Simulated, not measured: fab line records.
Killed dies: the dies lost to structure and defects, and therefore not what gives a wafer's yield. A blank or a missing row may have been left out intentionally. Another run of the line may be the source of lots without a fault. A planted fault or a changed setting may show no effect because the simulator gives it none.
Which tool was responsible? ; flow gf180mcu ; Sampling: 13 lots, 39 wafers, 6 of 602 route steps

WHAT THE GAUGES SHOWED, per wafer
GF_VT_IMPLANT_OVL_MEAS_40.
lot;measured;on;VT_IMPLANT_03_OVL (nm)
L644;day 8 04:37;overlay-02;-2.2 0.3 0.8
L646;day 8 14:40;overlay-02;-1.7 -0.6 -0.5
L645;day 8 16:47;overlay-02;-1.6 -1.5 -2.5
L647;day 8 23:35;overlay-02;0.3 -1.4 -1.4
L648;day 9 04:52;overlay-01;0.5 -3.4 -2.0
L649;day 9 14:16;overlay-02;0.1 1.0 0.4
L651;day 10 02:28;overlay-02;-1.1 -1.8 -0.1
L652;day 10 09:13;overlay-01;-1.1 -2.6 -1.1
L654;day 11 00:14;overlay-02;-1.3 -1.7 -0.9
L656;day 11 12:28;overlay-02;-1.2 1.6 1.2
L658;day 12 02:58;overlay-01;-0.3 1.3 -0.1
L660;day 12 16:28;overlay-01;1.6 -0.4 -0.4
L664;day 13 16:52;overlay-02;0.1 -0.2 -0.3

GF_VT_IMPLANT_TW_MEAS_43.
lot;measured;on;VT_IMPLANT_4_TW
L644;day 8 04:53;film_metro-02;687 688 687
L646;day 8 14:57;film_metro-04;693 692 694
L645;day 8 17:05;film_metro-04;695 694 696
L647;day 8 23:52;film_metro-02;684 686 685
L648;day 9 05:10;film_metro-02;686 684 684
L649;day 9 14:32;film_metro-04;688 689 691
L651;day 10 02:45;film_metro-03;696 701 699
L652;day 10 09:29;film_metro-03;695 698 692
L654;day 11 00:31;film_metro-02;688 682 684
L656;day 11 12:44;film_metro-04;692 693 692
L658;day 12 03:14;film_metro-04;696 692 693
L660;day 12 16:46;film_metro-02;687 686 686
L664;day 13 17:10;film_metro-04;685 686 686

GF_DUAL_GATE_THK_MEAS_03.
lot;measured;on;DUAL_GATE_OXIDATION_00_THK (nm)
L644;day 8 07:47;film_metro-02;11.21 11.05 11.09
L646;day 8 20:09;film_metro-03;10.99 10.90 10.74
L645;day 8 20:10;film_metro-02;10.62 10.80 10.75
L647;day 9 02:11;film_metro-03;10.93 10.74 10.92
L648;day 9 07:29;film_metro-03;10.87 10.89 11.00
L649;day 9 17:31;film_metro-01;10.82 11.05 10.93
L651;day 10 05:04;film_metro-02;11.08 11.28 11.17
L652;day 10 11:58;film_metro-02;10.89 10.84 10.90
L654;day 11 02:59;film_metro-02;11.10 11.13 11.09
L656;day 11 15:04;film_metro-01;10.80 11.13 11.07
L658;day 12 05:37;film_metro-01;10.82 10.97 10.89
L660;day 12 19:12;film_metro-02;10.42 10.80 10.84
L664;day 13 19:29;film_metro-02;11.06 11.09 10.98

GF_HV_LDD_TW_MEAS_11.
lot;measured;on;HV_LDD_TW
L644;day 10 17:40;film_metro-01;2401 2413 2412
L646;day 11 05:36;film_metro-04;2417 2436 2422
L645;day 11 06:52;film_metro-01;2424 2416 2410
L647;day 11 13:14;film_metro-01;2426 2420 2417
L648;day 11 18:57;film_metro-01;2423 2431 2420
L649;day 12 06:44;film_metro-04;2402 2420 2404
L651;day 12 19:01;film_metro-03;2438 2438 2438
L652;day 13 02:04;film_metro-04;2406 2412 2391
L654;day 13 19:01;film_metro-01;2411 2408 2408
L656;day 14 08:55;film_metro-04;2185 2168 2182
L658;day 15 00:56;film_metro-03;2181 2195 2207
L660;day 15 16:15;film_metro-04;2400 2403 2397
L664;day 16 18:50;film_metro-03;2411 2424 2415

GF_HV_LDD_RS_MEAS_53: the measuring method here is four-point-probe.
lot;measured;on;HV_LDD_RS (ohm/sq)
L644;day 13 03:19;film_metro-04;419.5 419.2 418.8
L646;day 13 16:47;film_metro-04;417.9 418.8 417.7
L645;day 13 18:34;film_metro-01;419.4 420.1 421.2
L647;day 14 01:38;film_metro-04;417.5 417.8 417.8
L648;day 14 08:46;film_metro-03;418.1 418.3 417.6
L649;day 14 20:38;film_metro-03;419.8 420.1 419.8
L651;day 15 09:42;film_metro-01;420.3 418.9 419.4
L652;day 15 17:29;film_metro-01;418.2 417.7 418.4
L654;day 16 12:16;film_metro-04;417.9 418.8 417.3
L656;day 17 02:52;film_metro-03;488.9 488.1 486.9
L658;day 17 19:25;film_metro-01;491.0 491.7 490.7
L660;day 18 12:59;film_metro-03;418.9 419.2 418.8
L664;day 19 17:49;film_metro-04;418.6 418.1 418.8

TOOL THAT RAN EACH LOT (tool first, then ch and the chambers of the sampled wafers, then the start)
lot;GF_HV_LDD_IMPLANT_09
L644;implanter-02 ch 0, day 10 17:25
L646;implanter-03 ch 0, day 11 05:22
L645;implanter-03 ch 0, day 11 06:40
L647;implanter-03 ch 0, day 11 13:01
L648;implanter-04 ch 0, day 11 18:43
L649;implanter-02 ch 0, day 12 06:29
L651;implanter-04 ch 0, day 12 18:46
L652;implanter-04 ch 0, day 13 01:49
L654;implanter-03 ch 0, day 13 18:47
L656;implanter-02 ch 0, day 14 08:40
L658;implanter-02 ch 0, day 15 00:41
L660;implanter-04 ch 0, day 15 16:02
L664;implanter-03 ch 0, day 16 18:35
- GF_HV_LDD_IMPLANT_09

AS READ BY THE TOOLS THEMSELVES (means over the sampled wafers that have a number; for cases with no such wafer, the mark the record gives instead)
GF_HV_LDD_IMPLANT_09.
lot;tool;dose_ions_cm2;faraday_current_uA
L644;implanter-02;1e+14;552
L646;implanter-03;1e+14;579
L645;implanter-03;1e+14;563
L647;implanter-03;1e+14;567
L648;implanter-04;1e+14;567
L649;implanter-02;1e+14;556
L651;implanter-04;1e+14;559
L652;implanter-04;1e+14;575
L654;implanter-03;1e+14;556
L656;implanter-02;7e+13;382
L658;implanter-02;7e+13;394
L660;implanter-04;1e+14;564
L664;implanter-03;1e+14;565

THE ANSWER, worked out from the rows above alone
Rule: the usual values come from the lots themselves. Put in order of their means at a reading, lots are off if they are a third of the lots or fewer, leave a main group of 4 or more, and stand apart from it by a gap of 3 or more times the standard deviation of the main group's means; of several such gaps the widest counts. If all means in a main group match to the digits the tables above print for the reading, that group is not used. Also off: a lot with no number at a reading for which 4 or more lots have one. Any other lot the step has rows for is counted as sound. First the gauges in route order, then the tools' own readings, where a lot's mean is used as printed above. The first step at which some lot is off is used, and at that step the reading that is off furthest; a lot without a number counts as furthest.
Off: at GF_HV_LDD_TW_MEAS_11 (HV_LDD_TW), L656, L658. Main group: mean 2416, sd 11.
A tool fits if, at a process step before that reading, it ran every lot that is off, and no sound lot after the first of them. Not tried: the gauges at GF_HV_LDD_TW_MEAS_11; whatever is off there is also off at GF_HV_LDD_IMPLANT_09, on other tools, and gauge error can't account for it. One fits: implanter-02 at GF_HV_LDD_IMPLANT_09. A fault onset in the window from L649 (day 12 06:29, its last sound lot) to L656 (day 14 08:40, its first lot off) fits.
The tool's own readings at GF_HV_LDD_IMPLANT_09 bear it out: on the lots that are off they differ by more than 5 times the standard deviation of the sound lots' means. dose_ions_cm2 reads 7e+13 there against 1e+14 on the sound lots; faraday_current_uA reads 388 there against 564 on the sound lots.

WHAT HAD BEEN PUT IN BY THE SIMULATOR
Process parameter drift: implanter-02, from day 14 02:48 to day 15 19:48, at GF_HV_LDD_IMPLANT_09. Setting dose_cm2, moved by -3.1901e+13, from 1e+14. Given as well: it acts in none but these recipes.
Shown lots that were struck: L656, L658. Same finding as the rule above.
